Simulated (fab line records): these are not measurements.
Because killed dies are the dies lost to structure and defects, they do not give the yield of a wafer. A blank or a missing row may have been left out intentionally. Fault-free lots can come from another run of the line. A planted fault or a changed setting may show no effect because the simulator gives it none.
fab line records	flow sky130
record lots=12	wafers=36	last-day=50
route steps=708 shown VIA1@481 METAL3@534 CAPM@549 PAD_OPEN@708
lots that met no fault: taken from a fault-free run of the same line
start-h: hours from the record's opening day to when the first of the lot's shown wafers began	wait-h: hours since the lot's step before	" the same as in the row above	L1.1+2: a single row standing in for several wafers	- no value, or no start was given	* or withheld: withheld	< > ~ a bound
route shown NAME@n: names a module that has steps shown in the file, with the first one's number in the route	usual: mean/standard deviation taken from wafers without a fault	same: alike in all rows	chamber/n: place in a boat	sites: per-site readings	_std_site: the standard deviation of these	_edge_site: inner sites' mean taken away from outer sites' mean	radius-mm: how far each site lies from the wafer's centre	mask NAME#n: copy n	behind: the last tool/chamber to shape the wafer	hold: the reason the lot was held/the length of the hold in hours/how it ended	device: names the non-switching transistor (n, p or np)	end of line: the same wafers' tests at the end of the route	step lacking rows: just its recipe	killed: not the wafer's yield, but the dies lost to structure and defects at the first sort	map: a wafer's dies, marking killed ones x, the rest . and places with no die _
set.NAME: the setting that was run; set.NAME@STEP: the one run at that earlier step	model.NAME: the simulator's own value behind a step, which no gauge read
the route's steps for a sample of lots (tables are steps, rows are wafers)
services: when a tool's chamber went out of use (start-h, in hours from the record's first day, below 0 if earlier), for how many hours, and the reason
## steps
# step SKY_VIA1_THK_MEAS_23
# recipe thk-meas-gauge=xrf	reads=W_of_VIA1_CVD_21
# usual VIA1_W_THK=269/5.3
lot.wafer	tool	chamber	start-h	wait-h	VIA1_W_THK[nm]
L928.3	film-metro-01	-	793.24	0.1	264
L928.5	"	-	"	"	266
L928.6	"	-	"	"	264
L934.3	film-metro-04	-	849.76	0.1	266
L934.4	"	-	"	"	275
L934.6	"	-	"	"	265
L933.2	film-metro-01	-	850.98	0.1	261
L933.3	"	-	"	"	262
L933.4	"	-	"	"	256
L936.4	film-metro-04	-	889.61	0.1	272
L936.5	"	-	"	"	276
L936.6	"	-	"	"	271
L939.3	film-metro-03	-	891.85	0.1	267
L939.4	"	-	"	"	275
L939.5	"	-	"	"	273
L938.1	film-metro-04	-	894.52	0.1	265
L938.2	"	-	"	"	272
L938.6	"	-	"	"	275
L940.1	film-metro-04	-	895.17	0.1	279
L940.3	"	-	"	"	278
L940.5	"	-	"	"	275
L941.2	film-metro-04	-	902.39	0.1	261
L941.3	"	-	"	"	269
L941.5	"	-	"	"	271
L943.1	film-metro-01	-	911.00	0.1	257
L943.4	"	-	"	"	267
L943.5	"	-	"	"	269
L948.1	film-metro-04	-	939.44	0.1	268
L948.2	"	-	"	"	260
L948.3	"	-	"	"	266
L949.1	film-metro-04	-	951.92	0.1	267
L949.2	"	-	"	"	267
L949.5	"	-	"	"	272
L950.1	film-metro-04	-	954.93	0.1	267
L950.3	"	-	"	"	267
L950.4	"	-	"	"	272
# step SKY_VIA1_CMP_24
# recipe stop-on=SiO2	t-overpolish-s=15	down-force-psi=3.5	platen-rpm=60	target-thk-nm=0	pad-velocity-m-s=0.94248
# usual motor-current-A=11.3/1.1	overpolish-run-s=15.001/0.0083	time-to-endpoint-s=66/3.4
lot.wafer	tool	chamber	start-h	wait-h	motor-current-A	overpolish-run-s	time-to-endpoint-s
L928.3	cmp-01	0	793.43	0.2	12.3	15.016	71
L928.6	"	1	"	"	10.8	14.988	67
L928.5	"	2	"	"	12.4	14.990	66
L934.4	cmp-01	2	849.85	0.1	11.6	15.000	69
L934.3	"	0	"	"	11.7	15.009	70
L934.6	"	2	"	"	12.0	15.005	69
L933.2	cmp-01	2	851.31	0.3	11.3	14.995	65
L933.3	"	0	"	"	11.8	14.996	65
L933.4	"	1	"	"	10.4	14.983	64
L936.4	cmp-02	1	889.74	0.1	12.1	14.989	65
L936.6	"	3	"	"	8.9	15.000	60
L936.5	"	0	"	"	12.0	14.985	63
L939.3	cmp-02	0	891.89	0.0	11.6	14.995	64
L939.4	"	2	"	"	10.7	15.008	67
L939.5	"	1	"	"	12.5	14.999	70
L938.2	cmp-01	2	894.63	0.1	11.8	14.997	63
L938.1	"	0	"	"	12.0	15.000	70
L938.6	"	2	"	"	11.6	15.012	63
L940.3	cmp-02	1	895.23	0.0	12.5	15.015	71
L940.1	"	0	"	"	11.6	14.992	66
L940.5	"	1	"	"	12.3	14.994	73
L941.2	cmp-01	1	902.44	0.0	10.3	15.001	66
L941.3	"	2	"	"	10.9	15.001	65
L941.5	"	1	"	"	10.7	14.994	66
L943.1	cmp-02	2	911.06	0.1	11.4	15.018	67
L943.4	"	3	"	"	8.8	15.000	60
L943.5	"	3	"	"	9.2	15.006	64
L948.2	cmp-01	3	939.50	0.0	10.6	15.008	61
L948.1	"	1	"	"	10.6	15.005	66
L948.3	"	2	"	"	12.1	15.019	60
L949.2	cmp-02	1	952.03	0.1	12.1	15.000	69
L949.1	"	2	"	"	10.8	14.982	68
L949.5	"	0	"	"	12.9	14.993	65
L950.4	cmp-02	1	955.04	0.1	12.2	15.010	69
L950.3	"	2	"	"	11.3	14.998	67
L950.1	"	3	"	"	8.9	14.996	62
# step SKY_METAL3_SPUTTER_02
# recipe material=AlCu	target-thk-nm=735	power-w=10980	time-s=39.1	chamber-pressure-pa=0.4
# usual cathode-dc-power-W=10980/2	chamber-pressure-pa=0.4000/0.00076	throttle-valve-pct=29.9/1
lot.wafer	tool	chamber	start-h	wait-h	cathode-dc-power-W	chamber-pressure-pa	throttle-valve-pct
L928.3	pvd-sputter-03	-	851.36	0.0	10980	0.3987	28.7
L928.5	"	-	"	"	10981	0.4006	29.5
L928.6	"	-	"	"	10977	0.3994	28.4
L934.3	pvd-sputter-03	-	905.93	0.0	10977	0.4001	30.8
L934.4	"	-	"	"	10978	0.4006	28.8
L934.6	"	-	"	"	10979	0.3995	29.4
L933.2	pvd-sputter-02	-	907.60	0.0	10982	0.3999	31.1
L933.3	"	-	"	"	10983	0.4002	31.5
L933.4	"	-	"	"	10978	0.4006	30.8
L936.4	pvd-sputter-02	-	943.61	0.0	10979	0.4005	30.8
L936.5	"	-	"	"	10980	0.3998	30.9
L936.6	"	-	"	"	10980	0.3992	29.6
L939.3	pvd-sputter-01	-	944.69	0.0	10978	0.4013	29.6
L939.4	"	-	"	"	10978	0.3996	29.2
L939.5	"	-	"	"	10982	0.4012	29.7
L938.1	pvd-sputter-03	-	947.54	0.0	10981	0.3997	29.1
L938.2	"	-	"	"	10978	0.4017	30.8
L938.6	"	-	"	"	10979	0.3997	28.1
L940.1	pvd-sputter-02	-	948.26	0.0	10980	0.3998	31.7
L940.3	"	-	"	"	10980	0.4000	30.6
L940.5	"	-	"	"	10981	0.3998	29.3
L941.2	pvd-sputter-01	-	955.40	0.0	-	-	-
L941.3	"	-	"	"	-	-	-
L941.5	"	-	"	"	-	-	-
L943.1	pvd-sputter-02	-	964.53	0.0	-	-	-
L943.4	"	-	"	"	-	-	-
L943.5	"	-	"	"	-	-	-
L948.1	pvd-sputter-03	-	991.58	0.0	10982	0.4005	28.5
L948.2	"	-	"	"	10981	0.4003	30.7
L948.3	"	-	"	"	10979	0.3992	29.1
L949.1	pvd-sputter-01	-	1002.76	0.0	10980	0.4002	29.2
L949.2	"	-	"	"	10982	0.3995	30.7
L949.5	"	-	"	"	10975	0.4004	29.9
L950.1	pvd-sputter-02	-	1005.70	0.0	10981	0.4004	31.2
L950.3	"	-	"	"	10981	0.4008	31.9
L950.4	"	-	"	"	10980	0.4002	29.5
# step SKY_CAPM_OVL_MEAS_12
# usual CAPM_OVL=0.6/1.5
lot.wafer	tool	chamber	start-h	wait-h	CAPM_OVL[nm]
L928.3	overlay-02	-	877.93	0.1	1.5
L928.5	"	-	"	"	0.9
L928.6	"	-	"	"	3.0
L934.3	overlay-01	-	930.77	0.1	-0.5
L934.4	"	-	"	"	0.2
L934.6	"	-	"	"	1.8
L933.2	overlay-01	-	932.17	0.1	0.8
L933.3	"	-	"	"	-0.2
L933.4	"	-	"	"	0.6
L936.4	overlay-02	-	967.73	0.1	2.3
L936.5	"	-	"	"	-1.8
L936.6	"	-	"	"	-0.8
L939.3	overlay-02	-	968.32	0.1	-0.3
L939.4	"	-	"	"	3.0
L939.5	"	-	"	"	1.5
L938.1	overlay-02	-	971.26	0.1	2.4
L938.2	"	-	"	"	1.1
L938.6	"	-	"	"	1.1
L940.1	overlay-01	-	971.56	0.1	-1.9
L940.3	"	-	"	"	-0.7
L940.5	"	-	"	"	-0.6
L941.2	overlay-01	-	979.12	0.1	1.1
L941.3	"	-	"	"	1.4
L941.5	"	-	"	"	1.4
L943.1	overlay-02	-	988.47	0.1	0.0
L943.4	"	-	"	"	0.9
L943.5	"	-	"	"	0.6
L948.1	overlay-01	-	1015.17	0.1	-2.0
L948.2	"	-	"	"	-0.5
L948.3	"	-	"	"	-1.8
L949.1	overlay-01	-	1026.86	0.1	-0.6
L949.2	"	-	"	"	1.5
L949.5	"	-	"	"	1.3
L950.1	overlay-02	-	1029.01	0.1	1.5
L950.3	"	-	"	"	3.3
L950.4	"	-	"	"	1.8
# step SKY_PAD_OPEN_PROBE_99
# usual defect-limited-yield=82.8/1.9	killed_at_M0_to_M3=43/7.5	killed_at_M4_up=2.8/1.8	killed-at-contacts=24/5.3	killed-at-front-end=14/4.2	killed-at-other=0.3/0.54	killed-dies=84/9.4	killed-on-rim=16/3.3	killed-open=46/7.1	killed-short=38/6.6	sort_bin_3_pad_short=0.8/0.42	sort_bin_5_function=10.1/1.4	sort_bin_6_memory=6.2/1.1	sort-n-pass=408/9.4	sort-yield-pct=82.8/1.9
# same gross-dies=492	killed-at-back-side=0	sort_bin_4_leakage[%]=0	sort_bin_8_speed[%]=0
lot.wafer	tool	chamber	start-h	wait-h	defect-limited-yield[%]	killed_at_M0_to_M3	killed_at_M4_up	killed-at-contacts	killed-at-front-end	killed-at-other	killed-dies	killed-on-rim	killed-open	killed-short	sort_bin_3_pad_short[%]	sort_bin_5_function[%]	sort_bin_6_memory[%]	sort-n-pass	sort-yield-pct[%]
L928.3	prober-02	-	1079.71	0.2	81.1	43	3	31	15	1	93	17	52	41	0.6	13.0	5.3	399	81.1
L928.5	prober-02	-	1079.81	0.2	83.3	37	5	25	13	2	82	16	50	32	0.6	10.2	5.9	410	83.3
L928.6	prober-02	-	1079.86	0.2	78.9	52	3	33	16	0	104	23	55	49	1.0	12.0	8.1	388	78.9
L934.3	prober-01	-	1122.06	0.2	81.7	53	2	23	12	0	90	19	58	32	0.4	9.8	8.1	402	81.7
L934.4	prober-01	-	1122.11	0.2	82.7	58	1	21	5	0	85	17	37	48	1.0	10.6	5.7	407	82.7
L934.6	prober-01	-	1122.21	0.2	83.3	42	0	22	17	1	82	18	46	36	0.6	10.2	5.9	410	83.3
L933.2	prober-02	-	1123.51	0.1	83.1	41	2	20	20	0	83	14	45	37	1.4	8.9	6.5	409	83.1
L933.3	prober-02	-	1123.56	0.2	79.9	41	6	35	17	0	99	20	65	34	1.0	12.8	6.3	393	79.9
L933.4	prober-02	-	1123.61	0.2	82.7	44	1	26	14	0	85	16	52	33	1.2	10.2	5.9	407	82.7
L936.4	prober-02	-	1152.48	0.2	81.1	54	1	21	16	1	93	18	43	48	1.2	11.6	6.1	399	81.1
L936.5	prober-02	-	1152.53	0.2	81.9	40	3	30	15	1	89	16	47	41	0.6	10.2	7.3	403	81.9
L936.6	prober-02	-	1152.58	0.2	82.5	48	2	21	14	1	86	19	45	38	0.6	9.6	7.3	406	82.5
L940.1	prober-01	-	1153.84	0.1	83.5	43	2	17	19	0	81	16	46	35	0.6	11.4	4.5	411	83.5
L940.3	prober-01	-	1153.94	0.2	82.1	44	2	16	26	0	88	15	43	45	1.6	10.8	5.5	404	82.1
L940.5	prober-01	-	1154.04	0.2	83.1	51	3	16	13	0	83	16	50	33	1.0	8.7	7.1	409	83.1
L939.3	prober-02	-	1153.93	0.2	83.9	38	3	29	9	0	79	13	39	40	1.0	7.7	7.3	413	83.9
L939.4	prober-02	-	1153.98	0.2	82.5	45	4	26	10	1	86	16	49	37	0.8	9.8	6.9	406	82.5
L939.5	prober-02	-	1154.03	0.2	83.5	40	4	29	8	0	81	17	46	35	0.2	10.4	5.9	411	83.5
L941.2	prober-02	-	1157.77	0.1	0	437	1	31	23	0	492	96	53	48	1.4	93.1	5.5	0	0
L941.3	prober-02	-	1157.82	0.2	0	444	6	21	20	1	492	96	58	48	1.2	90.9	7.9	0	0
L941.5	prober-02	-	1157.92	0.2	0	442	8	28	13	1	492	96	47	56	1.4	91.9	6.7	0	0
L943.1	prober-01	-	1166.03	0.1	0	454	4	23	11	0	492	96	39	37	1.2	93.3	5.5	0	0
L943.4	prober-01	-	1166.18	0.2	0	465	3	13	11	0	492	96	39	32	0.2	94.7	5.1	0	0
L943.5	prober-01	-	1166.23	0.2	0	450	5	23	14	0	492	96	50	38	1.6	91.5	6.9	0	0
L948.1	prober-02	-	1184.68	0.1	83.9	29	7	25	17	1	79	16	43	35	0.6	8.9	6.5	413	83.9
L948.2	prober-02	-	1184.73	0.1	86.6	27	0	20	18	1	66	13	34	32	0.2	7.3	5.9	426	86.6
L948.3	prober-02	-	1184.78	0.2	84.8	33	7	21	14	0	75	14	38	36	0.6	8.5	6.1	417	84.8
L949.1	prober-01	-	1192.31	0.1	80.7	47	4	26	17	1	95	16	57	38	1.2	11.0	7.1	397	80.7
L949.2	prober-01	-	1192.36	0.1	81.7	54	5	21	10	0	90	16	52	38	1.2	9.1	7.9	402	81.7
L949.5	prober-01	-	1192.51	0.2	81.1	50	4	27	12	0	93	20	51	42	1.0	10.4	7.5	399	81.1
L950.1	prober-01	-	1194.22	0.1	81.7	44	4	27	15	0	90	17	50	38	0.8	10.0	7.5	402	81.7
L950.3	prober-01	-	1194.32	0.2	82.3	51	3	21	11	1	87	14	58	29	0.2	11.2	6.3	405	82.3
L950.4	prober-01	-	1194.37	0.2	87.6	33	4	16	8	0	61	14	34	27	0.6	8.1	3.7	431	87.6
# killed by level:class
L928.3 CONTACT:geometric-particle:open=9 METAL2:geometric-particle:short=9 VIA1:geometric-particle:open=9 LI_CONTACT:geometric-particle:open=8 FIELD_ISO:geometric-particle:short=6 LOCAL_INTERCONNECT:geometric-particle:short=6 VIA3:geometric-particle:open=6 CONTACT:geometric-particle:short=5
L928.5 CONTACT:geometric-particle:open=9 LI_CONTACT:geometric-particle:open=8 METAL1:geometric-particle:short=8 VIA3:geometric-particle:open=7 VIA1:geometric-particle:open=7 FIELD_ISO:geometric-particle:open=5 POLY_GATE:geometric-particle:open=4 CONTACT:geometric-particle:short=4
L928.6 VIA1:geometric-particle:open=10 VIA2:geometric-particle:open=10 LI_CONTACT:geometric-particle:open=9 CONTACT:geometric-particle:open=8 LOCAL_INTERCONNECT:geometric-particle:short=7 METAL1:geometric-particle:short=7 POLY_GATE:geometric-particle:open=6 LI_CONTACT:geometric-particle:short=6
L934.3 VIA1:geometric-particle:open=16 LI_CONTACT:geometric-particle:open=8 VIA2:geometric-particle:open=8 POLY_GATE:geometric-particle:open=6 CONTACT:geometric-particle:open=6 CONTACT:geometric-particle:short=5 METAL2:geometric-particle:short=5 METAL3:geometric-particle:short=5
L934.4 METAL1:geometric-particle:short=18 VIA1:geometric-particle:open=15 LI_CONTACT:geometric-particle:short=5 CONTACT:geometric-particle:open=5 VIA3:geometric-particle:open=5 LI_CONTACT:geometric-particle:open=4 CONTACT:geometric-particle:short=4 VIA1:geometric-particle:short=4
L934.6 VIA1:geometric-particle:open=15 CONTACT:geometric-particle:open=9 METAL1:geometric-particle:short=9 LI_CONTACT:geometric-particle:open=7 POLY_GATE:geometric-particle:open=4 FIELD_ISO:geometric-particle:short=4 POLY_GATE:geometric-particle:short=4 FIELD_ISO:geometric-particle:open=3
L933.2 VIA1:geometric-particle:open=12 CONTACT:geometric-particle:open=9 FIELD_ISO:geometric-particle:short=6 VIA1:geometric-particle:short=6 VIA2:geometric-particle:open=5 VIA3:geometric-particle:open=5 POLY_GATE:geometric-particle:short=4 LOCAL_INTERCONNECT:geometric-particle:short=4
L933.3 VIA1:geometric-particle:open=17 CONTACT:geometric-particle:open=17 FIELD_ISO:geometric-particle:open=7 VIA3:geometric-particle:open=7 LI_CONTACT:geometric-particle:open=6 LI_CONTACT:geometric-particle:short=5 VIA2:geometric-particle:open=4 POLY_GATE:geometric-particle:short=4
L933.4 CONTACT:geometric-particle:open=13 VIA1:geometric-particle:open=10 METAL2:geometric-particle:short=7 VIA2:geometric-particle:open=6 LI_CONTACT:geometric-particle:open=5 VIA3:geometric-particle:open=4 POLY_GATE:geometric-particle:short=4 LOCAL_INTERCONNECT:geometric-particle:short=4
L936.4 VIA1:geometric-particle:open=11 VIA2:geometric-particle:open=8 VIA3:geometric-particle:open=8 CONTACT:geometric-particle:open=7 POLY_GATE:geometric-particle:short=6 LOCAL_INTERCONNECT:geometric-particle:short=6 VIA1:geometric-particle:short=6 METAL1:geometric-particle:short=6
L936.5 LI_CONTACT:geometric-particle:open=9 CONTACT:geometric-particle:open=8 CONTACT:geometric-particle:short=7 VIA1:geometric-particle:open=7 METAL2:geometric-particle:short=7 METAL1:geometric-particle:short=5 VIA2:geometric-particle:open=5 FIELD_ISO:geometric-particle:short=4
L936.6 CONTACT:geometric-particle:open=9 METAL1:geometric-particle:short=9 VIA1:geometric-particle:open=9 VIA2:geometric-particle:open=8 METAL2:geometric-particle:short=5 VIA3:geometric-particle:open=5 FIELD_ISO:geometric-particle:short=4 VIA3:geometric-particle:short=4
L940.1 VIA2:geometric-particle:open=10 CONTACT:geometric-particle:open=7 VIA1:geometric-particle:open=7 METAL2:geometric-particle:short=7 FIELD_ISO:geometric-particle:open=6 FIELD_ISO:geometric-particle:short=4 POLY_GATE:geometric-particle:open=4 LI_CONTACT:geometric-particle:open=4
L939.3 LOCAL_INTERCONNECT:geometric-particle:short=14 CONTACT:geometric-particle:open=11 VIA1:geometric-particle:open=8 VIA2:geometric-particle:short=5 VIA2:geometric-particle:open=5 VIA3:geometric-particle:open=5 FIELD_ISO:geometric-particle:short=4 METAL2:geometric-particle:short=4
L940.3 CONTACT:geometric-particle:open=11 VIA1:geometric-particle:open=9 FIELD_ISO:geometric-particle:short=7 METAL2:geometric-particle:short=7 VIA2:geometric-particle:open=6 POLY_GATE:geometric-particle:open=5 VIA3:geometric-particle:short=5 SPACER:geometric-particle:short=4
L939.4 VIA1:geometric-particle:open=12 CONTACT:geometric-particle:open=11 LI_CONTACT:geometric-particle:open=8 METAL2:geometric-particle:short=8 METAL1:geometric-particle:short=6 VIA2:geometric-particle:open=6 FIELD_ISO:geometric-particle:short=4 FIELD_ISO:geometric-particle:open=3
L939.5 CONTACT:geometric-particle:open=11 VIA3:geometric-particle:open=7 LI_CONTACT:geometric-particle:open=6 CONTACT:geometric-particle:short=6 VIA1:geometric-particle:open=6 VIA2:geometric-particle:open=5 LOCAL_INTERCONNECT:geometric-particle:short=5 VIA1:geometric-particle:short=5
L940.5 VIA2:geometric-particle:open=12 VIA1:geometric-particle:open=9 METAL2:geometric-particle:short=8 VIA3:geometric-particle:open=7 LI_CONTACT:geometric-particle:open=6 POLY_GATE:geometric-particle:open=5 FIELD_ISO:geometric-particle:open=4 CONTACT:geometric-particle:short=4
L941.2 METAL3:area-sputter=391 VIA2:geometric-particle:open=10 LI_CONTACT:geometric-particle:open=8 LOCAL_INTERCONNECT:geometric-particle:short=7 VIA3:geometric-particle:open=7 METAL1:geometric-particle:short=7 FIELD_ISO:geometric-particle:open=6 CONTACT:geometric-particle:open=6
L941.3 METAL3:area-sputter=386 VIA2:geometric-particle:open=13 VIA1:geometric-particle:open=9 METAL2:geometric-particle:short=9 POLY_GATE:geometric-particle:short=8 POLY_GATE:geometric-particle:open=7 CONTACT:geometric-particle:open=7 VIA3:geometric-particle:open=6
L941.5 METAL3:area-sputter=388 VIA1:geometric-particle:open=11 CONTACT:geometric-particle:open=9 VIA3:geometric-particle:open=8 METAL1:geometric-particle:short=7 VIA1:geometric-particle:short=7 LI_CONTACT:geometric-particle:open=6 METAL4:geometric-particle:short=6
L943.1 METAL3:area-sputter=415 VIA1:geometric-particle:open=8 CONTACT:geometric-particle:open=8 VIA3:geometric-particle:open=8 LI_CONTACT:geometric-particle:short=5 VIA1:geometric-particle:short=5 POLY_GATE:geometric-particle:short=4 CONTACT:geometric-particle:short=4
L943.4 METAL3:area-sputter=420 VIA3:geometric-particle:open=8 VIA2:geometric-particle:open=6 FIELD_ISO:geometric-particle:open=5 VIA1:geometric-particle:open=5 METAL3:geometric-particle:short=5 CONTACT:geometric-particle:open=4 VIA1:geometric-particle:short=4
L943.5 METAL3:area-sputter=404 LI_CONTACT:geometric-particle:open=9 CONTACT:geometric-particle:open=7 VIA2:geometric-particle:open=7 VIA1:geometric-particle:open=7 VIA1:geometric-particle:short=7 FIELD_ISO:geometric-particle:open=6 VIA3:geometric-particle:open=6
L948.1 LI_CONTACT:geometric-particle:open=11 CONTACT:geometric-particle:open=7 VIA1:geometric-particle:open=6 CONTACT:geometric-particle:short=5 METAL2:geometric-particle:short=5 FIELD_ISO:geometric-particle:open=4 POLY_GATE:geometric-particle:short=4 VIA1:geometric-particle:short=4
L948.2 CONTACT:geometric-particle:open=7 LI_CONTACT:geometric-particle:open=6 FIELD_ISO:geometric-particle:short=5 VIA1:geometric-particle:open=5 METAL1:geometric-particle:short=5 POLY_GATE:geometric-particle:open=4 CONTACT:geometric-particle:short=4 METAL2:geometric-particle:short=4
L948.3 VIA3:geometric-particle:open=8 CONTACT:geometric-particle:open=7 METAL2:geometric-particle:short=5 METAL1:geometric-particle:short=5 METAL3:geometric-particle:short=5 CONTACT:geometric-particle:short=4 FIELD_ISO:geometric-particle:short=3 POLY_GATE:geometric-particle:open=3
L949.1 VIA1:geometric-particle:open=17 CONTACT:geometric-particle:open=10 CONTACT:geometric-particle:short=7 VIA2:geometric-particle:open=7 FIELD_ISO:geometric-particle:open=6 VIA3:geometric-particle:open=6 LOCAL_INTERCONNECT:geometric-particle:short=4 METAL2:geometric-particle:short=4
L949.2 VIA1:geometric-particle:open=16 LI_CONTACT:geometric-particle:open=7 METAL2:geometric-particle:short=6 VIA3:geometric-particle:open=6 METAL1:geometric-particle:short=5 VIA1:geometric-particle:short=5 VIA2:geometric-particle:open=5 FIELD_ISO:geometric-particle:open=4
L949.5 VIA1:geometric-particle:open=15 LI_CONTACT:geometric-particle:open=9 CONTACT:geometric-particle:open=7 LOCAL_INTERCONNECT:geometric-particle:short=5 METAL2:geometric-particle:short=5 VIA3:geometric-particle:short=5 VIA3:geometric-particle:open=5 FIELD_ISO:geometric-particle:short=4
L950.1 CONTACT:geometric-particle:open=8 LI_CONTACT:geometric-particle:open=8 VIA2:geometric-particle:open=8 VIA3:geometric-particle:open=8 METAL1:geometric-particle:short=7 CONTACT:geometric-particle:short=6 VIA1:geometric-particle:open=6 FIELD_ISO:geometric-particle:short=5
L950.3 VIA1:geometric-particle:open=17 VIA2:geometric-particle:open=10 VIA3:geometric-particle:open=9 LI_CONTACT:geometric-particle:open=8 CONTACT:geometric-particle:open=7 METAL2:geometric-particle:short=6 CONTACT:geometric-particle:short=4 VIA2:geometric-particle:short=4
L950.4 VIA1:geometric-particle:open=8 LI_CONTACT:geometric-particle:open=7 METAL1:geometric-particle:short=6 CONTACT:geometric-particle:open=5 VIA1:geometric-particle:short=4 VIA2:geometric-particle:open=4 VIA3:geometric-particle:open=4 POLY_GATE:geometric-particle:open=3
## services
tool	chamber	start-h	hours	kind
cmp-02	-	778.09	8.8	pm
pvd-sputter-03	-	789.07	8.0	repair
pvd-sputter-01	-	812.13	1.7	repair
cmp-02	-	851.21	0.7	repair
pvd-sputter-02	-	877.06	3.1	repair
cmp-01	-	907.13	0.4	repair
cmp-02	-	912.06	4.0	pm
pvd-sputter-03	-	912.29	8.0	repair
cmp-02	-	916.06	-	consumable-replace:conditioner
cmp-02	-	916.06	-	consumable-replace:pad
cmp-02	-	961.35	8.5	repair
pvd-sputter-01	-	966.11	4.5	repair
cmp-01	-	998.84	5.9	repair
pvd-sputter-01	-	1003.80	1.2	repair
cmp-01	-	1004.75	5.0	pm
## key
first-sign step=SKY_METAL3_SPUTTER_02	reading=tool-record	direction=missing
effect step=SKY_PAD_OPEN_PROBE_99	reading=sort_bin_5_function	direction=up	sigmas=57	usual=10.1	struck=92.5
more-kills-born-at SKY_METAL3_SPUTTER_02@pvd-sputter-02=1239	SKY_METAL3_SPUTTER_02@pvd-sputter-01=1165
met-at SKY_METAL3_SPUTTER_02
struck-lots L941,L943
later-rows-left-out L941.2,L941.3,L941.5,L943.1,L943.4,L943.5
not-acting-at SKY_VIA1_THK_MEAS_23,SKY_VIA1_CMP_24,SKY_CAPM_OVL_MEAS_12
onset-between 948.26 955.40
fault kind=skipped-step-whole	tool=pvd-sputter-01,pvd-sputter-02	chamber=-	onset-h=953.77	steps=SKY_METAL3_SPUTTER_02	scope=struck-lots-only
# later-rows-left-out: the simulator's readings of these wafers behind a module that went badly wrong aren't trusted and aren't shown, but for the sort
